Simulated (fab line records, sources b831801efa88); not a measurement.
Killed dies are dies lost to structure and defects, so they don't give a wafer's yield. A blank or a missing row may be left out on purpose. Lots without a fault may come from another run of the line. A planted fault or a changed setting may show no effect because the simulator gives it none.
A struck lot beside a sound one | flow sky130 | 43 steps out of a route of 708
Sound: wafers L607.2, L607.3, L607.4. Struck: wafers L613.3, L613.6. (L613.4 of the same lot was not struck and is left out.) The cause comes at the end.
At each step with rows: each side's tool, then ch and its chambers, then its first start. Under that, the readings that differ: sound wafers | struck wafers | difference of the means | sigmas: that difference in standard deviations of wafers without a fault.
alike: readings whose means differ by less than 2 such deviations, and words and numbers that are the same on both sides. not compared: withheld readings, readings that some wafer has no value for, bounds like >300 that may hide the same value, and numbers for which the record gives no deviation and whose values overlap.
The two part at a step that has a row with sigmas, a row that says differs or no value, or rows on one side only. Numbers that don't overlap but have no deviation are shown without sigmas and don't part them. A reading that every wafer of one side lacks parts them only if that side has two wafers or more.

first, 2 steps without rows for these wafers: SKY_METAL3_PEB_11; SKY_METAL3_DEVELOP_12 (develop time 60 s).
SKY_METAL3_CD_MEAS_13: target cd 300 nm.
  sound on cd_sem-01, day 38 08:55; struck on cd_sem-02, day 40 11:44
  alike: cd_nm
SKY_METAL3_OVL_MEAS_14:
  sound on overlay-01, day 38 09:02; struck on overlay-02, day 40 11:50
  alike: METAL3_OVL
then, 4 steps without rows for these wafers: SKY_METAL3_DESCUM_15 (chemistry O2, time 8 s); SKY_METAL3_ETCH_16 (etches BARC in N2/H2, stops on SiO2, time 88.2 s, target depth 60 nm); SKY_METAL3_ETCH_17 (etches SiO2 in C4F8/O2/Ar, stops on TiN, time 3.9 s, target depth 15 nm); SKY_METAL3_METAL_ETCH_18 (etches the open film in Cl2/BCl3, stops on SiO2, target depth 845 nm, time 183.1 s).
SKY_METAL3_STRIP_19: strips in O2/N2.
  sound on plasma_asher-02 ch 0,1, day 38 09:31; struck on plasma_asher-03 ch 1, day 40 12:13
  alike: drypump_motor_current_A, oes_product_au, strip_time_to_endpoint_s
  not compared: rf_hours_counter_h
then, 3 steps without rows for these wafers: SKY_METAL3_STRIP_20 (strips in post etch residue remover, time 1200 s); SKY_METAL3_CLEAN_21 (cleans in IPA, time 180 s); SKY_METAL3_CLEAN_22 (cleans in O3/DIW).
SKY_VIA3_HDPCVD_00: deposits SiO2, target thk 1635 nm, time 272.5 s.
  sound on hdpcvd-01 ch 0,1, day 38 10:08; struck on hdpcvd-01 ch 1,2, day 40 12:46
SKY_VIA3_THK_MEAS_01:
  sound on film_metro-01, day 38 10:19; struck on film_metro-02, day 40 12:58
  alike: VIA3_HDPCVD_THK
then, 1 step without rows for these wafers: SKY_VIA3_CMP_02 (polishes SiO2).
SKY_VIA3_BOW_MEAS_03:
  sound on film_metro-01, day 38 10:41; struck on film_metro-01, day 40 13:20
  alike: VIA3_BOW
then, 8 steps without rows for these wafers: SKY_VIA3_DEHYDRATE_04 (time 60 s); SKY_VIA3_HMDS_05 (prime time 60 s); SKY_VIA3_COAT_06 (resist thk 60 nm); SKY_VIA3_COAT_07 (resist thk 450 nm); SKY_VIA3_SOFTBAKE_08 (time 90 s); SKY_VIA3_EXPOSE_09 (exposes mask VIM3, target cd 200 nm); SKY_VIA3_PEB_10; SKY_VIA3_DEVELOP_11 (develop time 60 s).
SKY_VIA3_CD_MEAS_12: target cd 200 nm.
  sound on cd_sem-02, day 39 11:01; struck on cd_sem-02, day 41 13:29
  alike: cd_nm
SKY_VIA3_OVL_MEAS_13:
  sound on overlay-01, day 39 11:07; struck on overlay-02, day 41 13:34
  alike: VIA3_OVL
SKY_VIA3_ETCH_14: etches BARC in N2/H2, stops on SiO2, time 45.9 s, target depth 60 nm.
  sound on rie_diel-02 ch 0,2, day 39 11:09; struck on rie_diel-01 ch 0,1, day 41 13:36
  alike: drypump_motor_current_A, oes_product_au, throttle_valve_pct
  not compared: rf_hours_counter_h
then, 6 steps without rows for these wafers: SKY_VIA3_ETCH_15 (etches SiO2 in C4F8/O2/Ar, stops on TiN, target depth 507 nm, time 78 s); SKY_VIA3_STRIP_16 (strips in O2/N2); SKY_VIA3_STRIP_17 (strips in post etch residue remover, time 1200 s); SKY_VIA3_CLEAN_18 (cleans in IPA, time 180 s); SKY_VIA3_CLEAN_19 (cleans in O3/DIW); SKY_VIA3_SPUTTER_20 (material TiN, target thk 20 nm, time 80 s).
SKY_VIA3_CVD_21: deposits W, target thk 390 nm, time 117.31 s.
  sound on cvd_w-01 ch 0,1, day 39 11:55; struck on cvd_w-02 ch 0,1, day 41 14:24
  alike: heater_power_w
SKY_VIA3_RS_MEAS_22: measures by four-point-probe.
  sound on film_metro-01, day 39 12:03; struck on film_metro-04, day 41 14:31
  alike: VIA3_W_RS
SKY_VIA3_THK_MEAS_23: measures by xrf.
  sound on film_metro-01, day 39 12:10; struck on film_metro-04, day 41 14:37
  alike: VIA3_W_THK
SKY_VIA3_CMP_24: polishes, stops on SiO2, t overpolish 20 s, target thk 0 nm.
  sound on cmp-01 ch 0,1,2, day 39 12:13; struck on cmp-02 ch 3, day 41 14:40
  alike: head_pressure_psi, motor_current_A, overpolish_run_s, slurry_filter_dp_kPa, time_to_endpoint_s
then, 2 steps without rows for these wafers: SKY_METAL4_SPUTTER_00 (material Ti, target thk 15 nm, time 10 s); SKY_METAL4_SPUTTER_01 (material TiN, target thk 20 nm, time 16.7 s).
SKY_METAL4_SPUTTER_02: material AlCu, target thk 735 nm, time 39.1 s.
  sound on pvd_sputter-02, day 39 12:34; struck on pvd_sputter-01, day 41 15:01
  alike: throttle_valve_pct
then, 2 steps without rows for these wafers: SKY_METAL4_SPUTTER_03 (material Ti, target thk 5 nm, time 3.3 s); SKY_METAL4_SPUTTER_04 (material TiN, target thk 70 nm, time 58.3 s).
-- the record jumps here: 6 days lie between the struck wafers' starts before and after (it left off in module METAL4 and takes up again in module PAD_OPEN, whose first step shown is number 708 of the route) --
SKY_PAD_OPEN_PROBE_99:
  sound on prober-02, day 45 17:40; struck on prober-02, day 47 09:19
  reading                               | sound              | struck      | difference | sigmas
  defect_limited_yield (%)              | 86.0 82.9 82.5     | 70.9 69.9   | -13.4      | -7
  killed_at_M0_to_M3                    | 27 36 41           | 108 110     | +74        | +11
  killed_dies                           | 69 84 86           | 143 148     | +66        | +8
  sort_bin_3_pad_short (%)              | 0.4 1.2 0.4        | 3.7 4.7     | +3.5       | +8
  sort_bin_5_function (%)               | 7.9 10.6 10.6      | 19.1 18.1   | +8.9       | +6
  sort_n_pass                           | 423 408 406        | 349 344     | -66        | -8
  sort_yield_pct (%)                    | 86.0 82.9 82.5     | 70.9 69.9   | -13.4      | -7
  model.etest.tester.sort_n_pass        | 423 408 406        | 349 344     | -66        |
  model.etest.tester.sort_yield_pct (%) | 85.98 82.93 82.52  | 70.94 69.92 | -13.38     |
  model.etest.tester.sort_bin_5_pct (%) | 7.927 10.57 10.57  | 19.11 18.09 | +8.91      |
  model.etest.tester.sort_bin_3_pct (%) | 0.4065 1.22 0.4065 | 3.659 4.675 | +3.489     |
  alike: killed_at_M4_up, killed_at_contacts, killed_at_front_end, killed_at_other, killed_open, killed_short, sort_bin_6_memory

WHERE THEY PART
Only at SKY_PAD_OPEN_PROBE_99, within this record.

WHY: what the simulator had put in
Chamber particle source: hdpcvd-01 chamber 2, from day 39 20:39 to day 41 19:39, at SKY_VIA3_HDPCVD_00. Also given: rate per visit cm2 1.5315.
